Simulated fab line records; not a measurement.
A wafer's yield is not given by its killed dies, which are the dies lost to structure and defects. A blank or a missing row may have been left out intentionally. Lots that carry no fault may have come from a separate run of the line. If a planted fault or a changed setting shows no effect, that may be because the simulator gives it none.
A single fault, viewed from 2 desks / flow sfq_line / each desk holds nothing but its own numbers, with what lay behind them at the end

== THE METROLOGY DESK ==
What the gauges read for every lot (on any tool): the sampled wafers with a number, averaged. If a lot's mean is further than 4 standard deviations from the usual mean, the lot is out of limits and carries the mark OUT (the distance appears in the brackets).
Columns: A = I3_BOW at SFQ_I3_BOW_MEAS_922, usual 2 um; B = R5_MONX_RS at SFQ_R5_RS_MEAS_933, usual 7.06 ohm/sq
lot=L554; first seen here=day 37 07:14; A=9; B=6.95
lot=L555; first seen here=day 37 17:26; A=-3; B=7.14
lot=L558; first seen here=day 38 08:26; A=-6; B=7.14
lot=L559; first seen here=day 38 23:25; A=1; B=6.96
lot=L561; first seen here=day 40 09:50; A=-4; B=7.09
lot=L562; first seen here=day 40 18:51; A=-1; B=6.99
lot=L564; first seen here=day 41 00:50; A=8; B=7.07
lot=L571; first seen here=day 43 10:43; A=12; B=7.12
lot=L572; first seen here=day 43 13:45; A=-1; B=7.01
lot=L573; first seen here=day 43 23:33; A=6; B=7.07
lot=L574; first seen here=day 44 05:33; A=-2; B=7.10
lot=L575; first seen here=day 49 16:52; A=-4; B=7.09
lot=L576; first seen here=day 51 03:55; A=-7; B=7.05
lot=L577; first seen here=day 51 11:50; A=2; B=7.04
Result from this desk: across the 14 lots, nothing is out of limits.

== TOOL OWNER'S DESK, pvd_sputter-03 ==
The tool's own readings at SFQ_TRILAYER_JJ_TRILAYER_DEP_SPUTTER_109 (material Nb, target thk 150 nm, time 100 s): means of the sampled wafers that have a number, for each lot that ran on this tool. If a lot's mean is further than 4 standard deviations from the usual mean, the lot is out of limits and carries the mark OUT (the distance appears in the brackets).
Columns: A = base_pressure_pa at SFQ_TRILAYER_JJ_TRILAYER_DEP_SPUTTER_109, usual 1.34e-06 Pa; B = cathode_dc_power_W at SFQ_TRILAYER_JJ_TRILAYER_DEP_SPUTTER_109, usual 2000.0 W; C = throttle_valve_pct at SFQ_TRILAYER_JJ_TRILAYER_DEP_SPUTTER_109, usual 30.1 %
lot=L561; first seen here=day 55 00:08; A=1.29e-06; B=1999.8; C=30.1
lot=L562; first seen here=day 55 06:09; A=1.38e-06; B=1860.0 (-99 or more) OUT; C=30.2
lot=L564; first seen here=day 55 13:21; A=1.39e-06; B=1859.9 (-99 or more) OUT; C=29.8
lot=L572; first seen here=day 58 05:08; A=1.28e-06; B=1999.9; C=30.1
lot=L577; first seen here=day 60 19:37; A=1.42e-06; B=2000.1; C=30.4
This desk's finding: out of limits on L562, L564; first on L562, day 55 06:09 (cathode_dc_power_W at SFQ_TRILAYER_JJ_TRILAYER_DEP_SPUTTER_109). L561, L572, L577 stayed within limits.

== BROUGHT TOGETHER ==
On L562, L564, at day 55 06:09, an alarm was possible from the tool owner's desk.
Metrology desk: nothing out of limits seen.
The metrology desk has L562, L564 on record, within its limits.
Every lot named ran SFQ_TRILAYER_JJ_TRILAYER_DEP_SPUTTER_109 on pvd_sputter-03.

== WHAT HAD BEEN PUT IN BY THE SIMULATOR ==
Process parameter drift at SFQ_TRILAYER_JJ_TRILAYER_DEP_SPUTTER_109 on pvd_sputter-03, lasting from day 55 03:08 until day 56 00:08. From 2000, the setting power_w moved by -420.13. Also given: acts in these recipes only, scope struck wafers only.
Lots struck among those shown: L562, L564.
How many hours passed from the start of the fault until each desk's first out-of-limits reading: the tool owner's desk, 3.
